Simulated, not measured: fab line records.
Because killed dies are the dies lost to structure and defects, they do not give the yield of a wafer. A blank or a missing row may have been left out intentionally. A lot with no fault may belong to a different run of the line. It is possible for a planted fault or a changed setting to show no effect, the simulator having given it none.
Lot-split experiment	flow sfq line	route with 325 steps; 5 lots, 23 wafers read

== ON THE SPLIT ==
At SFQ_TRILAYER_M0_LITHO_COAT_021 (resist thk 600 nm), the setting spin rpm was moved away from the recipe's 3000 rpm on 8 of the 23 wafers read, by -2.4% to +5.7%. This setting was run at the recipe's value on the other wafers.

== FROM THE SPLIT TO THE READING: what the file shows between them, 3 steps ==
- SFQ_TRILAYER_M0_LITHO_SOFTBAKE_025
- SFQ_TRILAYER_M0_LITHO_EXPOSE_022: exposes mask M0, target cd 500 nm
- SFQ_TRILAYER_M0_BARC_OPEN_METAL_ETCH_031: etches BARC in O2, target depth 125 nm, time 41.7 s

== THE READING ==
KrF_of_TRILAYER_M0_LITHO_COAT_021.thk nm (the simulator's own value, which no gauge read), in nm, at SFQ_TRILAYER_M0_ETCH_METAL_ETCH_024 (etches Nb in Cl2/Ar, stops on SiO2, target depth 240 nm, time 120 s). No usual value for it is given in the file. The 15 wafers here that ran the recipe average 381.5 nm, standard deviation 2.4 nm.

wafer	tool, chamber at the split	spin rpm as run, rpm	against the recipe	KrF_of_TRILAYER_M0_LITHO_COAT_021.thk nm, nm	against lot-mates on the recipe
L076.1	litho track-02, 0	3172	+5.7%	363.5	-17.0
L076.2	litho track-02, 0	3000	recipe	379.3	-
L076.3	litho track-02, 0	3000	recipe	381.7	-
L076.5	litho track-02, 0	3172	+5.7%	364.6	-15.9
L076.6	litho track-02, 0	3172	+5.7%	367.4	-13.1
L077.1	litho track-01, 0	3000	recipe	378.6	-
L077.3	litho track-01, 0	3135	+4.5%	367.5	-12.0
L077.4	litho track-01, 0	3135	+4.5%	368	-11.5
L077.5	litho track-01, 0	3000	recipe	380.4	-
L077.6	litho track-01, 0	3135	+4.5%	366.3	-13.2
L079.1	litho track-01, 0	3000	recipe	378.9	-
L079.3	litho track-01, 0	3000	recipe	379.9	-
L079.4	litho track-01, 0	2929	-2.4%	388	+8.1
L079.5	litho track-01, 0	2929	-2.4%	385.4	+5.5
L079.6	litho track-01, 0	3000	recipe	381	-
L081.1	litho track-01, 0	3000	recipe	380.4	-
L081.3	litho track-01, 0	3000	recipe	379.2	-
L081.4	litho track-01, 0	3000	recipe	380.3	-
L083.1	litho track-04, 0	3000	recipe	383.5	-
L083.2	litho track-04, 0	3000	recipe	384.7	-
L083.3	litho track-04, 0	3000	recipe	384.4	-
L083.4	litho track-04, 0	3000	recipe	383.9	-
L083.6	litho track-04, 0	3000	recipe	386.4	-

FIT RESULTS
A straight line over all 23 wafers: KrF_of_TRILAYER_M0_LITHO_COAT_021.thk nm changes by -2.87 nm for each +1% of spin rpm; r = -0.96; the points scatter about the line by 2.2 nm.
The same after taking each lot's own level away (the mean of its wafers on the recipe; 23 wafers): -2.71 nm for each +1%; r = -0.99; scatter 1.1 nm.
According to that fit, moving spin rpm by its largest amount changes the reading by 16 nm.
The span of the lots' own levels, 379.50 to 384.58 nm, comes to 2.1 times the standard deviation stated above.
The two slopes agree, so the slope changes little with the lot-to-lot level.
Check: with one of the wafers moved furthest among these (+5.7%) left out of the fit, the line predicts -15.1 nm for it against its lot-mates. Against them it came out at -17 nm.

== THE OTHER SPLITS THESE WAFERS WENT THROUGH ==
Other splits were also applied to these wafers ahead of the reading. Each is held against what the fit with the lots' levels taken away leaves over:
other split on the same wafers	wafers away from the commonest value	r with KrF_of_TRILAYER_M0_LITHO_COAT_021.thk nm (lot level and that fit taken away)
SFQ_TRILAYER_INCOMING_OXIDATION_002 temp c	10	-0.01
SFQ_TRILAYER_L0_DEP_SPUTTER_003 power w	7	-0.22
SFQ_TRILAYER_L0_LITHO_PEB_008 peb time s	10	+0.31
SFQ_TRILAYER_L0_VIA_LITHO_COAT_018 spin rpm	5	+0.25
SFQ_TRILAYER_L0_VIA_LITHO_PEB_016 peb time s	10	-0.31
SFQ_TRILAYER_M0_LITHO_COAT_026 spin rpm	5	-0.40

== THE WHOLE CHAIN: every reading that the file lists as answering this split, in the file's order ==
step	what it does	reading	change (the file's fit)	r (the file's)
SFQ_TRILAYER_M0_LITHO_COAT_021	resist thk 600 nm	KrF_of_TRILAYER_M0_LITHO_COAT_021.thk nm (the simulator's own value, which no gauge read)	-2.76 nm for each +1% of the setting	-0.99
SFQ_TRILAYER_M0_ETCH_METAL_ETCH_024	etches Nb in Cl2/Ar, stops on SiO2, target depth 240 nm, time 120 s	KrF_of_TRILAYER_M0_LITHO_COAT_021.thk nm (the simulator's own value, which no gauge read)	-2.71 nm for each +1% of the setting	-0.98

== THE FILE'S OWN FIT ==
KrF_of_TRILAYER_M0_LITHO_COAT_021.thk nm changes by -2.71 nm for each +1% of spin rpm, r = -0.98.
